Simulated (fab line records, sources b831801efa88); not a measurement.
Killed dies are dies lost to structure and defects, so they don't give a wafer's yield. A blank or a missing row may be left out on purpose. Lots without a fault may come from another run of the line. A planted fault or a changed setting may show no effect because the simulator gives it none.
A struck lot beside a sound one | flow sfq_line | 18 steps out of a route of 325
Sound: wafers L447.1, L447.4, L447.5. Struck: wafer L441.5. (L441.2 of the same lot was not struck and is left out.) The cause comes at the end.
At each step with rows: each side's tool, then ch and its chambers, then its first start. Under that, the readings that differ: sound wafers | struck wafers | difference of the means | sigmas: that difference in standard deviations of wafers without a fault.
alike: readings whose means differ by less than 2 such deviations, and words and numbers that are the same on both sides. not compared: withheld readings, readings that some wafer has no value for, bounds like >300 that may hide the same value, and numbers for which the record gives no deviation and whose values overlap.
The two part at a step that has a row with sigmas, a row that says differs or no value, or rows on one side only. Numbers that don't overlap but have no deviation are shown without sigmas and don't part them. A reading that every wafer of one side lacks parts them only if that side has two wafers or more.

SFQ_TRILAYER_M4_BARC_OPEN_METAL_ETCH_123: etches BARC in O2, target depth 125 nm, time 41.7 s.
  sound on rie_metal-02 ch 0,1, day 54 15:46; struck on rie_metal-04 ch 1, day 47 02:13
  alike: drypump_motor_current_A, he_backside_leak_sccm, oes_product_au
  not compared: rf_hours_counter_h
SFQ_TRILAYER_M4_ETCH_METAL_ETCH_096: etches Nb in Cl2/Ar, stops on SiO2, target depth 240 nm, time 120 s.
  sound on rie_metal-02 ch 0,1, day 54 15:49; struck on rie_metal-04 ch 1, day 47 02:17
  alike: drypump_motor_current_A, he_backside_leak_sccm, oes_product_au
  not compared: rf_hours_counter_h
then, 2 steps without rows for these wafers: SFQ_TRILAYER_M4_STRIP_STRIP_097 (strips in O2); SFQ_TRILAYER_M4_STRIP_SOLV_CLEAN_098 (cleans in NMP, time 600 s).
SFQ_TRILAYER_I4_DEP_PECVD_099: deposits SiO2 from SiH4/N2O, time 111.11 s, target thk 500 nm.
  sound on pecvd-01 ch 1,2, day 54 16:43; struck on pecvd-03 ch 1, day 47 03:11
  alike: heater_power_w, susceptor_temp_C, throttle_valve_pct
SFQ_TRILAYER_I4_CMP_CMP_100: polishes SiO2.
  sound on cmp-02 ch 0,1,3, day 54 17:18; struck on cmp-01 ch 2, day 47 09:43
  alike: motor_current_A, time_to_endpoint_s
SFQ_I4_BOW_MEAS_927:
  sound on film_metro-03, day 54 19:48; struck on film_metro-03, day 47 10:14
  alike: I4_BOW
then, 5 steps without rows for these wafers: SFQ_TRILAYER_I4_METRO_MEASURE_101; SFQ_TRILAYER_I4_VIA_LITHO_COAT_108 (resist thk 62 nm); SFQ_TRILAYER_I4_VIA_LITHO_COAT_103 (resist thk 650 nm); SFQ_TRILAYER_I4_VIA_LITHO_SOFTBAKE_107; SFQ_TRILAYER_I4_VIA_LITHO_EXPOSE_104 (exposes mask I4, target cd 700 nm).
-- the record jumps here: 5 days lie between the struck wafers' starts before and after --
SFQ_TRILAYER_I4_VIA_LITHO_PEB_106: peb time 60 s.
  sound on litho_track-04 ch 0, day 59 10:01; struck on litho_track-04 ch 0, day 52 14:24
  reading                  | sound             | struck | difference | sigmas
  heater_power_total_W (W) | 79.21 79.17 79.19 | 82.29  | +3.10      | +42
then, 1 step without rows for these wafers: SFQ_TRILAYER_I4_VIA_LITHO_DEVELOP_105 (time 60 s).
SFQ_I4_OVL_MEAS_928:
  sound on overlay-02, day 59 10:19; struck on overlay-02, day 52 14:41
  alike: I4_OVL
SFQ_TRILAYER_I4_VIA_BARC_OPEN_VIA_ETCH_146: etches BARC in O2, target depth 125 nm, time 41.7 s.
  sound on rie_diel-01 ch 0,1,3, day 59 10:22; struck on rie_diel-02 ch 3, day 52 14:43
  reading             | sound           | struck | difference | sigmas
  model.I4.cd_nm (nm) | 702 701.9 701.7 | 683.2  | -18.7      |
  alike: drypump_motor_current_A, oes_product_au
  not compared: rf_hours_counter_h
SFQ_TRILAYER_I4_VIA_ETCH_VIA_ETCH_106: etches SiO2 in CHF3, stops on Nb, target depth 260 nm.
  sound on rie_diel-01 ch 0,1,3, day 59 10:24; struck on rie_diel-02 ch 3, day 52 14:45
  reading             | sound             | struck | difference | sigmas
  model.I4.cd_nm (nm) | 701.6 698.1 699.6 | 678.1  | -21.7      |
  alike: drypump_motor_current_A, oes_product_au
SFQ_TRILAYER_I4_VIA_STRIP_STRIP_107: strips in O2.
  sound on rie_metal-03 ch 0,1, day 59 10:31; struck on rie_metal-04 ch 0, day 52 14:52
  reading                      | sound          | struck | difference | sigmas
  he_backside_leak_sccm (sccm) | 3.64 3.61 3.61 | 3.15   | -0.47      | -2
  alike: drypump_motor_current_A, oes_product_au
  not compared: rf_hours_counter_h

WHERE THEY PART
First at SFQ_TRILAYER_I4_VIA_LITHO_PEB_106; last, within this record, at SFQ_TRILAYER_I4_VIA_STRIP_STRIP_107.

WHY: what the simulator had put in
Process parameter drift: litho_track-04, from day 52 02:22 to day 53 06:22, at SFQ_TRILAYER_I4_VIA_LITHO_PEB_106. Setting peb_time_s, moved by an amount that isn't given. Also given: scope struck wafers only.
